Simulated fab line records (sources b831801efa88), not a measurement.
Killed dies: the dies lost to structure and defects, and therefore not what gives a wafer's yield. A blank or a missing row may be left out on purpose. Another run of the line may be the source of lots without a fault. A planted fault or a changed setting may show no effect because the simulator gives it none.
The tool behind it: which one? / flow gf180mcu / Sampling: 12 lots, 36 wafers, 7 of 602 route steps

== WHAT EACH GAUGE READ, for each wafer ==
GF_HV_LDD_OVL_MEAS_47. Usual: for HV_LDD_03_OVL the level is -1.1 nm and the standard deviation is 1.5.
lot=L232; measured=day 14 01:14; on=overlay-01; HV_LDD_03_OVL (nm)=-3.0 -3.6 -3.5; flag=
lot=L233; measured=day 14 08:26; on=overlay-01; HV_LDD_03_OVL (nm)=-0.8 -1.8 -2.4; flag=
lot=L234; measured=day 14 15:08; on=overlay-02; HV_LDD_03_OVL (nm)=-3.3 -1.7 -0.3; flag=
lot=L235; measured=day 15 00:50; on=overlay-02; HV_LDD_03_OVL (nm)=-0.1 -1.9 0.8; flag=
lot=L236; measured=day 15 11:08; on=overlay-01; HV_LDD_03_OVL (nm)=-1.2 -2.9 -1.8; flag=
lot=L239; measured=day 16 11:23; on=overlay-01; HV_LDD_03_OVL (nm)=2.0 2.0 1.0; flag=
lot=L244; measured=day 18 08:23; on=overlay-01; HV_LDD_03_OVL (nm)=0.0 -0.8 0.0; flag=
lot=L245; measured=day 18 11:27; on=overlay-01; HV_LDD_03_OVL (nm)=1.2 0.1 1.2; flag=
lot=L246; measured=day 18 19:12; on=overlay-01; HV_LDD_03_OVL (nm)=-0.5 -1.5 -2.6; flag=
lot=L247; measured=day 18 23:44; on=overlay-02; HV_LDD_03_OVL (nm)=-3.2 -2.7 -2.3; flag=
lot=L248; measured=day 19 10:54; on=overlay-01; HV_LDD_03_OVL (nm)=-2.2 -2.5 -0.6; flag=
lot=L249; measured=day 19 19:30; on=overlay-02; HV_LDD_03_OVL (nm)=-2.6 0.3 1.8; flag=

GF_PSD_TW_MEAS_11. Usual: for PSD_TW the level is 3187 and the standard deviation is 29.
lot=L232; measured=day 16 01:07; on=film-metro-04; PSD_TW=3204 3209 3200; flag=
lot=L233; measured=day 16 09:25; on=film-metro-02; PSD_TW=3163 3168 3166; flag=
lot=L234; measured=day 16 15:30; on=film-metro-03; PSD_TW=3223 3236 3239; flag=
lot=L235; measured=day 17 02:14; on=film-metro-02; PSD_TW=3353 3357 3350; flag=OFF
lot=L236; measured=day 17 12:34; on=film-metro-02; PSD_TW=3345 3356 3333; flag=OFF
lot=L239; measured=day 18 14:41; on=film-metro-02; PSD_TW=3147 3155 3156; flag=
lot=L244; measured=day 20 12:22; on=film-metro-04; PSD_TW=3196 3198 3202; flag=
lot=L245; measured=day 20 15:38; on=film-metro-04; PSD_TW=3182 3203 3173; flag=
lot=L246; measured=day 20 23:29; on=film-metro-02; PSD_TW=3136 3151 3158; flag=
lot=L247; measured=day 21 03:34; on=film-metro-04; PSD_TW=3209 3182 3195; flag=
lot=L248; measured=day 21 14:10; on=film-metro-04; PSD_TW=3191 3198 3197; flag=
lot=L249; measured=day 21 22:53; on=film-metro-02; PSD_TW=3153 3156 3150; flag=

GF_PSD_RS_MEAS_15: measurement is done with a four-point probe. Usual: for PSD_RS the level is 107.72 ohm/sq and the standard deviation is 0.29.
lot=L232; measured=day 16 01:26; on=film-metro-03; PSD_RS (ohm/sq)=107.40 107.29 107.11; flag=
lot=L233; measured=day 16 09:44; on=film-metro-02; PSD_RS (ohm/sq)=107.68 107.65 107.39; flag=
lot=L234; measured=day 16 15:50; on=film-metro-02; PSD_RS (ohm/sq)=107.27 107.75 107.48; flag=
lot=L235; measured=day 17 02:34; on=film-metro-04; PSD_RS (ohm/sq)=102.17 102.31 102.31; flag=OFF
lot=L236; measured=day 17 12:54; on=film-metro-04; PSD_RS (ohm/sq)=102.61 102.58 102.47; flag=OFF
lot=L239; measured=day 18 15:00; on=film-metro-02; PSD_RS (ohm/sq)=107.77 107.75 107.90; flag=
lot=L244; measured=day 20 12:44; on=film-metro-02; PSD_RS (ohm/sq)=107.99 107.82 107.59; flag=
lot=L245; measured=day 20 15:57; on=film-metro-04; PSD_RS (ohm/sq)=107.57 108.00 107.56; flag=
lot=L246; measured=day 20 23:49; on=film-metro-02; PSD_RS (ohm/sq)=107.94 107.54 108.01; flag=
lot=L247; measured=day 21 03:53; on=film-metro-02; PSD_RS (ohm/sq)=107.89 107.54 107.76; flag=
lot=L248; measured=day 21 14:29; on=film-metro-02; PSD_RS (ohm/sq)=107.34 107.38 107.73; flag=
lot=L249; measured=day 21 23:12; on=film-metro-04; PSD_RS (ohm/sq)=107.99 108.17 107.95; flag=

GF_SAB_OVL_MEAS_10. Usual: for SAB_OVL the level is 0.0 nm and the standard deviation is 1.4.
lot=L232; measured=day 17 00:02; on=overlay-01; SAB_OVL (nm)=0.9 1.8 0.0; flag=
lot=L233; measured=day 17 08:30; on=overlay-02; SAB_OVL (nm)=1.1 -0.9 0.1; flag=
lot=L234; measured=day 17 15:20; on=overlay-01; SAB_OVL (nm)=1.4 1.8 1.6; flag=
lot=L235; measured=day 18 02:01; on=overlay-02; SAB_OVL (nm)=1.6 0.8 1.9; flag=
lot=L236; measured=day 18 12:21; on=overlay-01; SAB_OVL (nm)=2.6 2.1 1.4; flag=
lot=L239; measured=day 19 15:17; on=overlay-02; SAB_OVL (nm)=-2.4 -0.5 -1.6; flag=
lot=L244; measured=day 21 12:52; on=overlay-01; SAB_OVL (nm)=-0.9 -0.6 0.1; flag=
lot=L245; measured=day 21 16:24; on=overlay-02; SAB_OVL (nm)=-0.1 -0.4 0.8; flag=
lot=L246; measured=day 21 23:15; on=overlay-02; SAB_OVL (nm)=-0.5 -0.4 -1.2; flag=
lot=L247; measured=day 22 03:49; on=overlay-01; SAB_OVL (nm)=0.1 -1.6 0.6; flag=
lot=L248; measured=day 22 13:50; on=overlay-01; SAB_OVL (nm)=-2.2 0.1 -0.5; flag=
lot=L249; measured=day 22 22:06; on=overlay-01; SAB_OVL (nm)=0.4 2.4 0.8; flag=

== WHAT TOOL EACH LOT RAN ON (gives the tool, then ch and the chambers of the sampled wafers, and finally the start) ==
lot=L232; GF_PSD_IMPLANT_09=implanter-01 ch 0, day 16 00:52; GF_PSD_STRIP_10=plasma-asher-03 ch 0,1, day 16 01:01; GF_PSD_RTA_13=rtp-anneal-02 ch 0, day 16 01:14
lot=L233; GF_PSD_IMPLANT_09=implanter-03 ch 0, day 16 09:10; GF_PSD_STRIP_10=plasma-asher-04 ch 0,1, day 16 09:19; GF_PSD_RTA_13=rtp-anneal-02 ch 0, day 16 09:32
lot=L234; GF_PSD_IMPLANT_09=implanter-01 ch 0, day 16 15:17; GF_PSD_STRIP_10=plasma-asher-02 ch 0,1, day 16 15:25; GF_PSD_RTA_13=rtp-anneal-02 ch 0, day 16 15:37
lot=L235; GF_PSD_IMPLANT_09=implanter-01 ch 0, day 17 02:01; GF_PSD_STRIP_10=plasma-asher-02 ch 0,1, day 17 02:09; GF_PSD_RTA_13=rtp-anneal-01 ch 0, day 17 02:21
lot=L236; GF_PSD_IMPLANT_09=implanter-01 ch 0, day 17 12:20; GF_PSD_STRIP_10=plasma-asher-03 ch 0,1, day 17 12:28; GF_PSD_RTA_13=rtp-anneal-02 ch 0, day 17 12:41
lot=L239; GF_PSD_IMPLANT_09=implanter-04 ch 0, day 18 14:26; GF_PSD_STRIP_10=plasma-asher-04 ch 0,1, day 18 14:35; GF_PSD_RTA_13=rtp-anneal-02 ch 0, day 18 14:47
lot=L244; GF_PSD_IMPLANT_09=implanter-04 ch 0, day 20 12:07; GF_PSD_STRIP_10=plasma-asher-03 ch 0,1, day 20 12:16; GF_PSD_RTA_13=rtp-anneal-01 ch 0, day 20 12:31
lot=L245; GF_PSD_IMPLANT_09=implanter-04 ch 0, day 20 15:23; GF_PSD_STRIP_10=plasma-asher-04 ch 0,1, day 20 15:32; GF_PSD_RTA_13=rtp-anneal-02 ch 0, day 20 15:44
lot=L246; GF_PSD_IMPLANT_09=implanter-03 ch 0, day 20 23:16; GF_PSD_STRIP_10=plasma-asher-04 ch 0,1, day 20 23:23; GF_PSD_RTA_13=rtp-anneal-01 ch 0, day 20 23:37
lot=L247; GF_PSD_IMPLANT_09=implanter-04 ch 0, day 21 03:19; GF_PSD_STRIP_10=plasma-asher-04 ch 0,1, day 21 03:28; GF_PSD_RTA_13=rtp-anneal-02 ch 0, day 21 03:41
lot=L248; GF_PSD_IMPLANT_09=implanter-01 ch 0, day 21 13:55; GF_PSD_STRIP_10=plasma-asher-04 ch 0,1, day 21 14:04; GF_PSD_RTA_13=rtp-anneal-01 ch 0, day 21 14:16
lot=L249; GF_PSD_IMPLANT_09=implanter-03 ch 0, day 21 22:38; GF_PSD_STRIP_10=plasma-asher-02 ch 0,1, day 21 22:47; GF_PSD_RTA_13=rtp-anneal-01 ch 0, day 21 22:59
- GF_PSD_IMPLANT_09
- GF_PSD_STRIP_10: strips in O2/N2.
- GF_PSD_RTA_13: time 20 s.

== WHAT THE TOOLS THEMSELVES READ (means of the sampled wafers that have a number; where no wafer has one, the mark that the record gives instead) ==
GF_PSD_IMPLANT_09. Usual: beam-on-s 9.99 s, standard deviation 0.2; end-station-pressure-torr 1.21e-05 Torr, standard deviation 6.3e-07; faraday-current-uA 8655, standard deviation 170.
lot=L232; tool=implanter-01; beam-on-s (s)=10.01; end-station-pressure-torr (Torr)=1.24e-05; faraday-current-uA=8625; flag=
lot=L233; tool=implanter-03; beam-on-s (s)=9.88; end-station-pressure-torr (Torr)=1.22e-05; faraday-current-uA=8729; flag=
lot=L234; tool=implanter-01; beam-on-s (s)=10.03; end-station-pressure-torr (Torr)=1.25e-05; faraday-current-uA=8612; flag=
lot=L235; tool=implanter-01; beam-on-s (s)=13.54; end-station-pressure-torr (Torr)=1.03e-04; faraday-current-uA=6632; flag=OFF
lot=L236; tool=implanter-01; beam-on-s (s)=13.49; end-station-pressure-torr (Torr)=1.04e-04; faraday-current-uA=6633; flag=OFF
lot=L239; tool=implanter-04; beam-on-s (s)=9.90; end-station-pressure-torr (Torr)=1.24e-05; faraday-current-uA=8716; flag=
lot=L244; tool=implanter-04; beam-on-s (s)=9.93; end-station-pressure-torr (Torr)=1.22e-05; faraday-current-uA=8723; flag=
lot=L245; tool=implanter-04; beam-on-s (s)=9.98; end-station-pressure-torr (Torr)=1.15e-05; faraday-current-uA=8669; flag=
lot=L246; tool=implanter-03; beam-on-s (s)=10.21; end-station-pressure-torr (Torr)=1.27e-05; faraday-current-uA=8470; flag=
lot=L247; tool=implanter-04; beam-on-s (s)=10.16; end-station-pressure-torr (Torr)=1.21e-05; faraday-current-uA=8519; flag=
lot=L248; tool=implanter-01; beam-on-s (s)=9.92; end-station-pressure-torr (Torr)=1.26e-05; faraday-current-uA=8709; flag=
lot=L249; tool=implanter-03; beam-on-s (s)=10.04; end-station-pressure-torr (Torr)=1.14e-05; faraday-current-uA=8629; flag=

GF_PSD_STRIP_10. Usual: drypump-motor-current-A 5.5 A, standard deviation 0.65; heater-power-w 290 W, standard deviation 23; oes-product-au 0.589 a.u., standard deviation 0.0042; strip-time-to-endpoint-s 16.69 s, standard deviation 0.038.
lot=L232; tool=plasma-asher-03; drypump-motor-current-A (A)=6.0; heater-power-w (W)=294; oes-product-au (a.u.)=0.588; strip-time-to-endpoint-s (s)=16.71; flag=
lot=L233; tool=plasma-asher-04; drypump-motor-current-A (A)=4.9; heater-power-w (W)=296; oes-product-au (a.u.)=0.587; strip-time-to-endpoint-s (s)=16.68; flag=
lot=L234; tool=plasma-asher-02; drypump-motor-current-A (A)=6.0; heater-power-w (W)=279; oes-product-au (a.u.)=0.592; strip-time-to-endpoint-s (s)=16.70; flag=
lot=L235; tool=plasma-asher-02; drypump-motor-current-A (A)=5.4; heater-power-w (W)=291; oes-product-au (a.u.)=0.571; strip-time-to-endpoint-s (s)=17.74; flag=OFF
lot=L236; tool=plasma-asher-03; drypump-motor-current-A (A)=5.8; heater-power-w (W)=302; oes-product-au (a.u.)=0.566; strip-time-to-endpoint-s (s)=17.75; flag=OFF
lot=L239; tool=plasma-asher-04; drypump-motor-current-A (A)=5.0; heater-power-w (W)=277; oes-product-au (a.u.)=0.587; strip-time-to-endpoint-s (s)=16.65; flag=
lot=L244; tool=plasma-asher-03; drypump-motor-current-A (A)=5.9; heater-power-w (W)=299; oes-product-au (a.u.)=0.588; strip-time-to-endpoint-s (s)=16.69; flag=
lot=L245; tool=plasma-asher-04; drypump-motor-current-A (A)=4.8; heater-power-w (W)=300; oes-product-au (a.u.)=0.590; strip-time-to-endpoint-s (s)=16.65; flag=
lot=L246; tool=plasma-asher-04; drypump-motor-current-A (A)=5.0; heater-power-w (W)=273; oes-product-au (a.u.)=0.586; strip-time-to-endpoint-s (s)=16.64; flag=
lot=L247; tool=plasma-asher-04; drypump-motor-current-A (A)=5.0; heater-power-w (W)=281; oes-product-au (a.u.)=0.589; strip-time-to-endpoint-s (s)=16.62; flag=
lot=L248; tool=plasma-asher-04; drypump-motor-current-A (A)=5.0; heater-power-w (W)=273; oes-product-au (a.u.)=0.584; strip-time-to-endpoint-s (s)=16.70; flag=
lot=L249; tool=plasma-asher-02; drypump-motor-current-A (A)=5.4; heater-power-w (W)=291; oes-product-au (a.u.)=0.590; strip-time-to-endpoint-s (s)=16.71; flag=

GF_PSD_RTA_13. Usual: lamp-power-pct 36.9 %, standard deviation 1.1; wafer_temp_C_max 1028.7, standard deviation 0.85.
lot=L232; tool=rtp-anneal-02; lamp-power-pct (%)=35.7; wafer_temp_C_max=1028.1; flag=
lot=L233; tool=rtp-anneal-02; lamp-power-pct (%)=35.7; wafer_temp_C_max=1027.7; flag=
lot=L234; tool=rtp-anneal-02; lamp-power-pct (%)=35.7; wafer_temp_C_max=1027.4; flag=
lot=L235; tool=rtp-anneal-01; lamp-power-pct (%)=37.8; wafer_temp_C_max=1028.2; flag=
lot=L236; tool=rtp-anneal-02; lamp-power-pct (%)=35.7; wafer_temp_C_max=1029.4; flag=
lot=L239; tool=rtp-anneal-02; lamp-power-pct (%)=35.7; wafer_temp_C_max=1027.4; flag=
lot=L244; tool=rtp-anneal-01; lamp-power-pct (%)=37.8; wafer_temp_C_max=1028.5; flag=
lot=L245; tool=rtp-anneal-02; lamp-power-pct (%)=35.7; wafer_temp_C_max=1028.6; flag=
lot=L246; tool=rtp-anneal-01; lamp-power-pct (%)=37.8; wafer_temp_C_max=1029.8; flag=
lot=L247; tool=rtp-anneal-02; lamp-power-pct (%)=35.7; wafer_temp_C_max=1029.1; flag=
lot=L248; tool=rtp-anneal-01; lamp-power-pct (%)=37.8; wafer_temp_C_max=1028.8; flag=
lot=L249; tool=rtp-anneal-01; lamp-power-pct (%)=37.8; wafer_temp_C_max=1028.9; flag=

== THE ANSWER, worked out from the rows above alone ==
Rule: a lot counts as off when the mean over its wafers that have a number is more than 3 standard deviations away from the usual mean. A lot without any number at a reading at which 4 lots or more have one is off too. The other lots that the step has rows for count as sound. The gauges are gone through in route order, then the tools' own readings, and for those a lot's mean is taken as printed above. At the first step where some lot is off, the reading lying furthest off is the one used; lots without a number count as furthest.
Off: L235, L236, at GF_PSD_TW_MEAS_11 (PSD_TW).
A tool fits if, at a process step before that reading, it ran every lot that is off, and no sound lot after the first of them. The gauges at GF_PSD_TW_MEAS_11 aren't tried: what is off there is off at GF_PSD_RS_MEAS_15 too, on other tools, and a gauge's error can't cause that. None of those tried fits.

== WHAT THE SIMULATOR PUT IN ==
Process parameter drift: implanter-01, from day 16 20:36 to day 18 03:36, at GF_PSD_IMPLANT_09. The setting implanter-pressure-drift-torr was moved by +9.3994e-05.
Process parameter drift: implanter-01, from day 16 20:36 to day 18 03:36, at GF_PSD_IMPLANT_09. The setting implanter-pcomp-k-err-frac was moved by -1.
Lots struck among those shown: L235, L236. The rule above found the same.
